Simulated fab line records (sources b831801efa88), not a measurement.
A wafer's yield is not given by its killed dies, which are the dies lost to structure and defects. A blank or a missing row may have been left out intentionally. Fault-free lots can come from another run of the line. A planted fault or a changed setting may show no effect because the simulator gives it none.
Code-filled problem report in 8D (eight disciplines) form | flow sky130 | the parts of the form that need people (team, actions taken, sign-off) are left out

## 1. WHAT WENT WRONG
Across 9 wafers from 3 lots, SONOS_ONO_CVD_02_THK at SKY_SONOS_ONO_THK_MEAS_03 averages 8.33 nm, while fault-free wafers read 10.52 nm with a standard deviation of 0.13. That is -17 standard deviations from the usual mean.
The first sign was on wafer L119.2 at day 15 13:52, on filmMetro-03. The record has a number at this step for 39 wafers belonging to 13 lots. By rule, "out" or "out of limits" means more than 4 standard deviations away from the usual mean. All remaining wafers that have a number are taken as sound.

## 2. WHAT THIS IS AND IS NOT
question                    | is                         | is not
which readings at this step | SONOS_ONO_CVD_02_THK       | -
which lots                  | L119, L120, L121           | L107, L108, L109, L110, L112, L114, L115, L117, L118, L130
which wafers of those lots  | all that have a number     | -
read on which gauges        | filmMetro-01, filmMetro-03 | filmMetro-02
when                        | from day 15 13:52          | up to then (27 sound wafers); but 3 sound wafers of L130 came after

## 3. WHAT RULES OUT EACH SUSPECT
Counting: a tool at a process step up to the reading stays a suspect if it ran every lot that is out and no sound lot after the first of them.
- the gauge at SKY_SONOS_ONO_THK_MEAS_03 has been ruled out. Those wafers that are out were read across 2 gauges (filmMetro-01, filmMetro-03).
- lpcvd-02 at SKY_SONOS_ONO_CVD_02 (deposits Si3N4 from DCS/NH3, target thk 10.5 nm, time 180 s): ruled out as a lasting fault. After its first lot that is out, L119 (day 15 12:48), sound lots L130 ran on it.
Left after counting: nothing in the record.

## 4. THE CAUSE (what the simulator had put in)
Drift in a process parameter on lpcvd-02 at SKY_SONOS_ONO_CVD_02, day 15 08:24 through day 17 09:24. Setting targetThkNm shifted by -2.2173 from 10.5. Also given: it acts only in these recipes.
It was ruled out by counting, in error; the rule expects a fault to strike all lots run on its tool from its start on, and this fault did not.

## 5. SEQUENCE OF EFFECTS, ordered by route
One row per reading whose mean, taken over the struck wafers that have a number, lies over 3 standard deviations from the usual. Only readings whose record carries a usual standard deviation are examined. hours: median over the lots of the time between each lot's start at the first step of this table that gives one and its start at this step. sigmas: the change, counted in usual standard deviations.
hours | step                      | reading              | usual    | on struck wafers | change | sigmas
0     | SKY_SONOS_ONO_THK_MEAS_03 | SONOS_ONO_CVD_02_THK | 10.52 nm | 8.33             | -2.19  | -17
Later measuring or inspecting steps at which every struck wafer that the step has a row for has a number for every such reading, and none has moved that far: SKY_LDD_HVP_OVL_MEAS_07, SKY_POLY_CUT_OVL_MEAS_09.

## 6. WHAT WOULD HAVE CAUGHT IT SOONER
In this record the first reading out of limits at a measuring or inspecting step was taken at day 15 13:52, 5 hours after the fault began at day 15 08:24.
